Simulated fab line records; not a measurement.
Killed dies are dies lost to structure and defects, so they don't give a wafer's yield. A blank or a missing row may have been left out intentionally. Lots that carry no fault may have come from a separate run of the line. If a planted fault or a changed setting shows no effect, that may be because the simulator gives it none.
What tool caused it? + flow sky130 + 13 lots, 39 wafers sampled, at 3 steps of a route of 708

WHAT THE GAUGES SHOWED, per wafer
SKY_SONOS_ONO_THK_MEAS_05.
| lot  | measured     | on            | SONOS_ONO_CVD_04_THK (nm) |
|------|--------------|---------------|---------------------------|
| L409 | day 12 02:40 | film metro-02 | 5.88 5.96 5.94            |
| L410 | day 12 08:46 | film metro-04 | 5.47 5.40 5.50            |
| L411 | day 12 17:05 | film metro-04 | 5.69 5.55 5.65            |
| L412 | day 12 20:01 | film metro-02 | 5.90 5.89 5.86            |
| L413 | day 13 06:43 | film metro-02 | 5.83 5.73 5.76            |
| L414 | day 13 16:44 | film metro-04 | 5.65 5.77 5.75            |
| L415 | day 13 23:28 | film metro-01 | 5.66 5.54 5.57            |
| L417 | day 14 17:24 | film metro-01 | 5.62 5.49 5.66            |
| L418 | day 15 02:05 | film metro-02 | 5.65 5.63 5.64            |
| L419 | day 15 05:26 | film metro-01 | 5.72 5.70 5.72            |
| L426 | day 17 23:15 | film metro-01 | 6.19 6.28 6.34            |
| L427 | day 18 05:44 | film metro-02 | 6.28 6.32 6.32            |
| L428 | day 18 20:58 | film metro-02 | 5.93 5.96 5.83            |

SKY_VIA1_CD_MEAS_12 targets a cd of 150 nm.
| lot  | measured     | on        | cd nm (nm)        |
|------|--------------|-----------|-------------------|
| L409 | day 34 09:30 | cd sem-01 | 149.1 148.4 148.1 |
| L410 | day 34 19:22 | cd sem-01 | 151.7 151.1 150.9 |
| L411 | day 35 08:20 | cd sem-01 | 152.2 151.0 151.9 |
| L412 | day 35 04:08 | cd sem-02 | 151.7 149.4 148.7 |
| L413 | day 36 00:40 | cd sem-02 | 147.5 147.7 149.2 |
| L414 | day 36 02:24 | cd sem-02 | 149.8 149.4 152.0 |
| L415 | day 36 13:06 | cd sem-02 | 149.5 151.2 149.3 |
| L417 | day 36 20:35 | cd sem-02 | 149.6 150.9 150.2 |
| L418 | day 37 15:31 | cd sem-01 | 153.6 152.0 152.5 |
| L419 | day 37 15:44 | cd sem-01 | 150.2 150.1 149.9 |
| L426 | day 40 00:38 | cd sem-01 | 150.7 149.8 151.1 |
| L427 | day 40 08:38 | cd sem-01 | 147.8 147.5 148.1 |
| L428 | day 40 18:14 | cd sem-01 | 148.5 148.7 147.4 |

WHICH TOOL RAN EACH LOT (tool, then ch and the chambers of the sampled wafers, then the start)
| lot  | SKY_SONOS_ONO_CVD_04        |
|------|-----------------------------|
| L409 | lpcvd-03 ch 1, day 12 01:25 |
| L410 | lpcvd-03 ch 0, day 12 07:31 |
| L411 | lpcvd-03 ch 0, day 12 15:50 |
| L412 | lpcvd-03 ch 1, day 12 18:46 |
| L413 | lpcvd-03 ch 1, day 13 05:28 |
| L414 | lpcvd-03 ch 1, day 13 15:29 |
| L415 | lpcvd-03 ch 1, day 13 21:35 |
| L417 | lpcvd-03 ch 1, day 14 16:09 |
| L418 | lpcvd-03 ch 0, day 15 00:50 |
| L419 | lpcvd-03 ch 1, day 15 04:10 |
| L426 | lpcvd-03 ch 0, day 17 22:00 |
| L427 | lpcvd-03 ch 0, day 18 04:28 |
| L428 | lpcvd-03 ch 1, day 18 19:43 |
- SKY_SONOS_ONO_CVD_04: deposits SiO2 from SiH4/N2O, target thk 5.7199 nm.

WHAT THE TOOLS THEMSELVES READ (means of the sampled wafers that have a number; where no wafer has one, the mark that the record gives instead)
The record holds no such reading with a usual standard deviation.

THE ANSWER, worked out from the rows above alone
Rule: the usual values come from the lots themselves. Put in order of their means at a reading, lots are off if they are a third of the lots or fewer, leave a main group of 4 or more, and stand apart from it by a gap of 3 or more times the standard deviation of the main group's means; of several such gaps the widest counts. A main group is skipped when, at the precision printed for the reading in the tables above, its means are all equal. A lot without any number at a reading at which 4 lots or more have one is off too. The other lots that the step has rows for count as sound. Order of review: gauges by route order, followed by the tools' own readings, for which a lot's mean as printed above is used. At the first step where some lot is off, the reading lying furthest off is the one used; lots without a number count as furthest.
No lot is off at any reading shown: from this, nothing can be told.

WHAT THE SIMULATOR HAD PUT IN
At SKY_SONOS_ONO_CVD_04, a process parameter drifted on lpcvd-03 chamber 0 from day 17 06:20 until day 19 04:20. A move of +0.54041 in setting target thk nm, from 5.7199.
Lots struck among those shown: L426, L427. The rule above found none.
